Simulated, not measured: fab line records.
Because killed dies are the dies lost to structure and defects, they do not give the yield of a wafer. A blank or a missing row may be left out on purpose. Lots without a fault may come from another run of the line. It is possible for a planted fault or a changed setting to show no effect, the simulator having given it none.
Matching of chambers + flow sky130 + SKY_METAL3_ETCH_17 on rieDiel-02 has 4 sister chambers
The step etches SiO2 in C4F8/O2/Ar, stops on TiN, time 3.9 s, target depth 15 nm. 4 wafers are shown with their chamber, then 10 later ones without.

EACH WAFER AND ITS CHAMBER
| wafer  | chamber | oesProductAu (a.u.) |
|--------|---------|---------------------|
| L078.1 | 1       | 0.748               |
| L078.5 | 3       | 0.769               |
| L085.3 | 0       | 0.765               |
| L085.5 | 2       | 0.769               |

WAFERS WITH NO CHAMBER GIVEN
| wafer  | oesProductAu (a.u.) |
|--------|---------------------|
| L085.6 | 0.760               |
| L086.1 | 0.749               |
| L086.2 | 0.759               |
| L086.3 | 0.765               |
| L092.2 | 0.760               |
| L092.4 | 0.756               |
| L092.5 | 0.767               |
| L097.1 | 0.760               |
| L097.3 | 0.757               |
| L097.4 | 0.751               |

CHAMBER TAKEN BY EACH
| wafer  | from the rows above               | in truth                   |
|--------|-----------------------------------|----------------------------|
| L085.6 | can't be placed: 0 or 2 or 3 or 1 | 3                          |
| L086.1 | 1                                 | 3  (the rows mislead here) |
| L086.2 | can't be placed: 0 or 2 or 3 or 1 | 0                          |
| L086.3 | can't be placed: 0 or 2 or 3      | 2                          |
| L092.2 | can't be placed: 0 or 2 or 3 or 1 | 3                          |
| L092.4 | can't be placed: 1 or 0 or 2 or 3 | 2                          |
| L092.5 | can't be placed: 0 or 2 or 3      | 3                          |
| L097.1 | can't be placed: 0 or 2 or 3 or 1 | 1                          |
| L097.3 | can't be placed: 0 or 1 or 2 or 3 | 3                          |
| L097.4 | 1                                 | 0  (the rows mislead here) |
Correctly placed: 0 of 10. Can't be placed from these rows: 8 (the true chamber is among the candidates in 8). Number placed wrongly: 2.
How it was worked out, from the rows above alone: a wafer's distance from a chamber is the root of the sum, over the readings, of the square of ((its reading less the chamber's mean) divided by the reading's scatter). If the next closest chamber is less than 2 further off than the closest, the wafer can't be placed; otherwise it belongs to the closest. The mean given for a chamber averages the wafers shown for that chamber. The scatter: with one shown wafer a chamber, the root of the mean of the squares of how far each hidden wafer lies from its nearest shown one.
